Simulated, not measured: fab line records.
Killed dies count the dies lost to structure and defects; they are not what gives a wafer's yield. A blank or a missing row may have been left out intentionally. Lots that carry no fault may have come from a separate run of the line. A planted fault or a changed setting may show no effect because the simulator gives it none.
A struck lot beside a sound one | flow sky130 | 15 steps out of a route of 708
Sound: the wafers L886.3, L886.4, L886.6. Wafers L882.1, L882.2, L882.6 were the ones struck. The cause is given at the end.
Order at every step that has rows: each side's tool, ch and its chambers, its first start. Under that, the readings that differ: sound wafers | struck wafers | difference of the means | sigmas: that difference in standard deviations of wafers without a fault.
alike: same words and numbers on both sides, and readings whose means sit less than 2 such deviations apart. not compared: any withheld reading, any reading some wafer has no value for, any bound like >300 that may hide the same value, and any number with overlapping values for which the record gives no deviation.
The two part at a step that has a row with sigmas, a row that says differs or no value, or rows on one side only. Numbers that have no deviation but don't overlap get no sigmas and don't part them. A reading that every wafer of one side lacks parts them only if that side has two wafers or more.

SKY_CAPM_SPUTTER_02: material TiN, target thk 200 nm, time 166.7 s.
  sound on pvd-sputter-02 at day 41 19:55; struck on pvd-sputter-04 at day 40 11:06
  alike: throttle-valve-pct
SKY_CAPM_RS_MEAS_03: measurement is done with a four-point probe.
  sound on film-metro-02 at day 41 20:04; struck on film-metro-01 at day 40 11:13
  alike: CAPM_TIN_RS
SKY_CAPM_THK_MEAS_04: measures by xrf.
  sound on film-metro-02 at day 41 20:10; struck on film-metro-01 at day 40 11:20
  alike: CAPM_TIN_THK
then, 7 steps without rows for these wafers: SKY_CAPM_DEHYDRATE_05 (time 60 s); SKY_CAPM_HMDS_06 (prime time 60 s); SKY_CAPM_COAT_07 (resist thk 1140 nm); SKY_CAPM_SOFTBAKE_08 (time 60 s); SKY_CAPM_EXPOSE_09 (exposes mask CAPM, target cd 1000 nm); SKY_CAPM_PEB_10; SKY_CAPM_DEVELOP_11 (develop time 60 s).
SKY_CAPM_OVL_MEAS_12:
  sound on overlay-01 at day 42 19:12; struck on overlay-02 at day 41 11:17
  alike: CAPM_OVL
SKY_CAPM_METAL_ETCH_13: etches TiN in Cl2/BCl3, stops on SiO2, target depth 220 nm, time 62.9 s.
  sound on rie-metal-04 ch 0,1, day 42 19:15; struck on rie-metal-03 ch 0,1, day 41 11:20
  alike: drypump-motor-current-A, mfc-cl2-sccm, oes-product-au, throttle-valve-pct
  not compared: rf-hours-counter-h
SKY_CAPM_STRIP_14: strips in O2/N2.
  sound on plasma-asher-01 ch 0,1, day 42 19:20; struck on plasma-asher-04 ch 0,1, day 41 11:24
  no value came back on the struck wafers for chamber-pressure-mTorr (mTorr), drypump-motor-current-A (A), oes-product-au (a.u.), strip-time-to-endpoint-s (s); on the sound wafers chamber-pressure-mTorr (mTorr) reads 1498.1 1498.8 1499.9
  reading                                   | sound | struck            | difference | sigmas
  model.NOVOLAK_of_CAPM_COAT_07.thk-nm (nm) | 0 0 0 | 992.1 993.9 989.8 | +991.9     |
  not compared: rf-hours-counter-h
then, 1 step without rows for these wafers: SKY_CAPM_STRIP_15 (strips in post etch residue remover, time 1200 s).
-- the record jumps here: 8 days lie between the struck wafers' starts before and after (it left off in module CAPM and takes up again in module PAD_OPEN, whose first step shown is number 708 of the route) --
SKY_PAD_OPEN_PROBE_99:
  sound on prober-02 at day 50 01:16; struck on prober-02 at day 48 23:34
  reading                  | sound          | struck         | difference | sigmas
  defect-limited-yield (%) | 86.0 82.3 83.9 | 0.4 0.4 0.8    | -83.5      | -42
  killed_at_M0_to_M3       | 31 38 38       | 6 13 8         | -27        | -3
  killed-at-contacts       | 28 33 27       | 3 2 4          | -26        | -5
  killed-at-other          | 0 0 0          | 477 474 473    | +475       | +99 or more
  killed-dies              | 69 87 79       | 490 490 488    | +411       | +42
  killed-on-rim            | 11 16 16       | 95 96 95       | +81        | +21
  killed-open              | 38 48 42       | 9 11 12        | -32        | -5
  killed-short             | 31 39 37       | 4 5 3          | -32        | -5
  sort_bin_3_pad_short (%) | 0.6 0.6 0.8    | 27.8 21.7 26.2 | +24.6      | +58
  sort_bin_5_function (%)  | 8.1 11.0 8.9   | 68.3 74.6 70.5 | +61.8      | +41
  sort_bin_6_memory (%)    | 5.3 6.1 6.3    | 3.5 3.3 2.4    | -2.8       | -2
  sort-n-pass              | 423 405 413    | 2 2 4          | -411       | -42
  sort-yield-pct (%)       | 86.0 82.3 83.9 | 0.4 0.4 0.8    | -83.5      | -42
  alike: killed_at_M4_up, killed-at-front-end

## WHERE THEY PART
First at SKY_CAPM_STRIP_14; last, within this record, at SKY_PAD_OPEN_PROBE_99.

WHY: whatever the simulator had introduced
At SKY_CAPM_STRIP_14, the step was skipped entirely on plasma-asher-04 from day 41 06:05 on. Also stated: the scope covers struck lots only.
